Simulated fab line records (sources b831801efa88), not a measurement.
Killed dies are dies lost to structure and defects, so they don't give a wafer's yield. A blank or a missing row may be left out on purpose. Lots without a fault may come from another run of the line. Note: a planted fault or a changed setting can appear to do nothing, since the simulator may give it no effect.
Which tool did it? || flow sky130 || Sampling: 14 lots, 42 wafers, 4 of 708 route steps

WHAT THE GAUGES SHOWED, per wafer
SKY_POLY_CUT_CD_MEAS_08: target cd 270 nm. Usual: 270.1 nm for cd_nm, sd 1.6.
{"lot": "L279", "measured": "day 26 02:29", "on": "cd_sem-01", "cd_nm (nm)": "271.9 271.3 272.1", "flag": ""}
{"lot": "L280", "measured": "day 26 09:09", "on": "cd_sem-02", "cd_nm (nm)": "269.1 267.9 269.3", "flag": ""}
{"lot": "L281", "measured": "day 26 13:44", "on": "cd_sem-01", "cd_nm (nm)": "272.6 270.5 271.7", "flag": ""}
{"lot": "L284", "measured": "day 26 22:02", "on": "cd_sem-01", "cd_nm (nm)": "272.4 272.6 270.5", "flag": ""}
{"lot": "L283", "measured": "day 26 23:41", "on": "cd_sem-01", "cd_nm (nm)": "269.4 267.4 269.2", "flag": ""}
{"lot": "L289", "measured": "day 28 11:54", "on": "cd_sem-02", "cd_nm (nm)": "272.1 271.4 271.3", "flag": ""}
{"lot": "L290", "measured": "day 28 19:41", "on": "cd_sem-01", "cd_nm (nm)": "270.7 270.1 271.2", "flag": ""}
{"lot": "L291", "measured": "day 29 03:41", "on": "cd_sem-01", "cd_nm (nm)": "267.7 268.6 269.1", "flag": ""}
{"lot": "L292", "measured": "day 29 09:13", "on": "cd_sem-02", "cd_nm (nm)": "269.1 270.2 269.1", "flag": ""}
{"lot": "L294", "measured": "day 30 05:24", "on": "cd_sem-02", "cd_nm (nm)": "269.5 268.5 268.6", "flag": ""}
{"lot": "L295", "measured": "day 30 12:12", "on": "cd_sem-01", "cd_nm (nm)": "269.7 269.9 271.3", "flag": ""}
{"lot": "L296", "measured": "day 30 20:12", "on": "cd_sem-01", "cd_nm (nm)": "271.1 270.7 270.7", "flag": ""}
{"lot": "L298", "measured": "day 31 15:46", "on": "cd_sem-01", "cd_nm (nm)": "271.3 269.8 270.9", "flag": ""}
{"lot": "L299", "measured": "day 31 21:07", "on": "cd_sem-01", "cd_nm (nm)": "270.9 272.2 272.4", "flag": ""}

SKY_LI_CONTACT_BOW_MEAS_03. Usual: for LI_CONTACT_BOW the level is 57 um and the standard deviation is 7.3.
{"lot": "L279", "measured": "day 29 17:35", "on": "film_metro-02", "LI_CONTACT_BOW (um)": "54 55 57", "flag": ""}
{"lot": "L280", "measured": "day 29 23:16", "on": "film_metro-01", "LI_CONTACT_BOW (um)": "64 57 54", "flag": ""}
{"lot": "L281", "measured": "day 30 04:19", "on": "film_metro-04", "LI_CONTACT_BOW (um)": "56 61 52", "flag": ""}
{"lot": "L284", "measured": "day 30 12:58", "on": "film_metro-04", "LI_CONTACT_BOW (um)": "54 63 67", "flag": ""}
{"lot": "L283", "measured": "day 30 13:26", "on": "film_metro-01", "LI_CONTACT_BOW (um)": "48 57 71", "flag": ""}
{"lot": "L289", "measured": "day 32 00:14", "on": "film_metro-02", "LI_CONTACT_BOW (um)": "56 53 59", "flag": ""}
{"lot": "L290", "measured": "day 32 10:34", "on": "film_metro-01", "LI_CONTACT_BOW (um)": "58 58 49", "flag": ""}
{"lot": "L291", "measured": "day 32 16:49", "on": "film_metro-01", "LI_CONTACT_BOW (um)": "51 52 45", "flag": ""}
{"lot": "L292", "measured": "day 32 21:08", "on": "film_metro-02", "LI_CONTACT_BOW (um)": "60 65 47", "flag": ""}
{"lot": "L294", "measured": "day 33 17:31", "on": "film_metro-02", "LI_CONTACT_BOW (um)": "60 50 62", "flag": ""}
{"lot": "L295", "measured": "day 33 21:37", "on": "film_metro-04", "LI_CONTACT_BOW (um)": "48 59 58", "flag": ""}
{"lot": "L296", "measured": "day 34 05:56", "on": "film_metro-01", "LI_CONTACT_BOW (um)": "68 43 51", "flag": ""}
{"lot": "L298", "measured": "day 35 01:38", "on": "film_metro-02", "LI_CONTACT_BOW (um)": "54 60 60", "flag": ""}
{"lot": "L299", "measured": "day 35 07:20", "on": "film_metro-01", "LI_CONTACT_BOW (um)": "66 62 56", "flag": ""}

EACH LOT AND THE TOOL THAT RAN IT (in order: tool; ch and the chambers of the sampled wafers; start)
{"lot": "L279", "SKY_SD_N_DEVELOP_06": "litho_track-04 ch 0, day 29 15:41", "SKY_LI_CONTACT_CMP_02": "cmp-01 ch 1,2,3, day 29 17:16"}
{"lot": "L280", "SKY_SD_N_DEVELOP_06": "litho_track-02 ch 0, day 29 21:26", "SKY_LI_CONTACT_CMP_02": "cmp-02 ch 1,2,3, day 29 23:01"}
{"lot": "L281", "SKY_SD_N_DEVELOP_06": "litho_track-04 ch 0, day 30 02:29", "SKY_LI_CONTACT_CMP_02": "cmp-01 ch 1,2,3, day 30 04:01"}
{"lot": "L284", "SKY_SD_N_DEVELOP_06": "litho_track-03, day 30 11:09", "SKY_LI_CONTACT_CMP_02": "cmp-02 ch 0,2,3, day 30 12:44"}
{"lot": "L283", "SKY_SD_N_DEVELOP_06": "litho_track-02, day 30 11:37", "SKY_LI_CONTACT_CMP_02": "cmp-02 ch 1,2,3, day 30 13:10"}
{"lot": "L289", "SKY_SD_N_DEVELOP_06": "litho_track-03 ch 0, day 31 22:24", "SKY_LI_CONTACT_CMP_02": "cmp-02 ch 0,1,2, day 32 00:02"}
{"lot": "L290", "SKY_SD_N_DEVELOP_06": "litho_track-02 ch 0, day 32 08:44", "SKY_LI_CONTACT_CMP_02": "cmp-02 ch 1,2,3, day 32 10:19"}
{"lot": "L291", "SKY_SD_N_DEVELOP_06": "litho_track-02 ch 0, day 32 14:59", "SKY_LI_CONTACT_CMP_02": "cmp-01 ch 1,2,3, day 32 16:32"}
{"lot": "L292", "SKY_SD_N_DEVELOP_06": "litho_track-04 ch 0, day 32 19:19", "SKY_LI_CONTACT_CMP_02": "cmp-02 ch 0,2, day 32 20:49"}
{"lot": "L294", "SKY_SD_N_DEVELOP_06": "litho_track-02 ch 0, day 33 15:41", "SKY_LI_CONTACT_CMP_02": "cmp-02 ch 0,1, day 33 17:13"}
{"lot": "L295", "SKY_SD_N_DEVELOP_06": "litho_track-02 ch 0, day 33 19:47", "SKY_LI_CONTACT_CMP_02": "cmp-02 ch 0,2,3, day 33 21:19"}
{"lot": "L296", "SKY_SD_N_DEVELOP_06": "litho_track-03 ch 0, day 34 04:06", "SKY_LI_CONTACT_CMP_02": "cmp-01 ch 0,1, day 34 05:38"}
{"lot": "L298", "SKY_SD_N_DEVELOP_06": "litho_track-02 ch 0, day 34 23:49", "SKY_LI_CONTACT_CMP_02": "cmp-02 ch 0,1,3, day 35 01:19"}
{"lot": "L299", "SKY_SD_N_DEVELOP_06": "litho_track-04 ch 0, day 35 05:31", "SKY_LI_CONTACT_CMP_02": "cmp-01 ch 1,2, day 35 06:58"}
- SKY_SD_N_DEVELOP_06: develop time 60 s.
- SKY_LI_CONTACT_CMP_02: polishes PSG.

WHAT THE TOOLS THEMSELVES READ (means of the sampled wafers that have a number; where no wafer has one, the mark that the record gives instead)
SKY_SD_N_DEVELOP_06. Usual: 23.00 C for chill_plate_temp_C, sd 0.1.
{"lot": "L279", "tool": "litho_track-04", "chill_plate_temp_C (C)": 23.03, "flag": ""}
{"lot": "L280", "tool": "litho_track-02", "chill_plate_temp_C (C)": 22.98, "flag": ""}
{"lot": "L281", "tool": "litho_track-04", "chill_plate_temp_C (C)": 22.99, "flag": ""}
{"lot": "L284", "tool": "litho_track-03", "chill_plate_temp_C (C)": "-", "flag": "OFF"}
{"lot": "L283", "tool": "litho_track-02", "chill_plate_temp_C (C)": "-", "flag": "OFF"}
{"lot": "L289", "tool": "litho_track-03", "chill_plate_temp_C (C)": 22.94, "flag": ""}
{"lot": "L290", "tool": "litho_track-02", "chill_plate_temp_C (C)": 23.03, "flag": ""}
{"lot": "L291", "tool": "litho_track-02", "chill_plate_temp_C (C)": 23.01, "flag": ""}
{"lot": "L292", "tool": "litho_track-04", "chill_plate_temp_C (C)": 23.02, "flag": ""}
{"lot": "L294", "tool": "litho_track-02", "chill_plate_temp_C (C)": 22.82, "flag": ""}
{"lot": "L295", "tool": "litho_track-02", "chill_plate_temp_C (C)": 22.97, "flag": ""}
{"lot": "L296", "tool": "litho_track-03", "chill_plate_temp_C (C)": 22.89, "flag": ""}
{"lot": "L298", "tool": "litho_track-02", "chill_plate_temp_C (C)": 23.07, "flag": ""}
{"lot": "L299", "tool": "litho_track-04", "chill_plate_temp_C (C)": 23.03, "flag": ""}

SKY_LI_CONTACT_CMP_02. Usual: motor_current_A 11.9 A, standard deviation 0.85; time_to_endpoint_s 31.9 s, standard deviation 2.8.
{"lot": "L279", "tool": "cmp-01", "motor_current_A (A)": 11.3, "time_to_endpoint_s (s)": 31.2, "flag": ""}
{"lot": "L280", "tool": "cmp-02", "motor_current_A (A)": 12.1, "time_to_endpoint_s (s)": 32.6, "flag": ""}
{"lot": "L281", "tool": "cmp-01", "motor_current_A (A)": 11.2, "time_to_endpoint_s (s)": 34.3, "flag": ""}
{"lot": "L284", "tool": "cmp-02", "motor_current_A (A)": 12.2, "time_to_endpoint_s (s)": 35.0, "flag": ""}
{"lot": "L283", "tool": "cmp-02", "motor_current_A (A)": 12.0, "time_to_endpoint_s (s)": 30.4, "flag": ""}
{"lot": "L289", "tool": "cmp-02", "motor_current_A (A)": 12.0, "time_to_endpoint_s (s)": 31.8, "flag": ""}
{"lot": "L290", "tool": "cmp-02", "motor_current_A (A)": 12.5, "time_to_endpoint_s (s)": 33.3, "flag": ""}
{"lot": "L291", "tool": "cmp-01", "motor_current_A (A)": 11.2, "time_to_endpoint_s (s)": 33.2, "flag": ""}
{"lot": "L292", "tool": "cmp-02", "motor_current_A (A)": 11.8, "time_to_endpoint_s (s)": 30.8, "flag": ""}
{"lot": "L294", "tool": "cmp-02", "motor_current_A (A)": 12.0, "time_to_endpoint_s (s)": 29.3, "flag": ""}
{"lot": "L295", "tool": "cmp-02", "motor_current_A (A)": 12.2, "time_to_endpoint_s (s)": 33.1, "flag": ""}
{"lot": "L296", "tool": "cmp-01", "motor_current_A (A)": 11.6, "time_to_endpoint_s (s)": 32.7, "flag": ""}
{"lot": "L298", "tool": "cmp-02", "motor_current_A (A)": 12.7, "time_to_endpoint_s (s)": 30.0, "flag": ""}
{"lot": "L299", "tool": "cmp-01", "motor_current_A (A)": 11.7, "time_to_endpoint_s (s)": 30.8, "flag": ""}

THE ANSWER, worked out from the rows above alone
Rule: a lot is off if the mean of its wafers that have a number lies more than 3 standard deviations from the usual mean. Also off: a lot with no number at a reading for which 4 or more lots have one. Where the step has rows for the other lots, those lots are counted as sound. Order of review: gauges by route order, followed by the tools' own readings, for which a lot's mean as printed above is used. The first step at which some lot is off is used, and at that step the reading that is off furthest; a lot without a number counts as furthest.
Off: L284, L283 (SKY_SD_N_DEVELOP_06, chill_plate_temp_C). Without a number there: L284, L283.
If a tool, at that step or one of the process steps before it, ran each lot that is off and ran no sound lot following the first of them, it fits. None of those tried fits.

WHAT HAD BEEN PUT IN BY THE SIMULATOR
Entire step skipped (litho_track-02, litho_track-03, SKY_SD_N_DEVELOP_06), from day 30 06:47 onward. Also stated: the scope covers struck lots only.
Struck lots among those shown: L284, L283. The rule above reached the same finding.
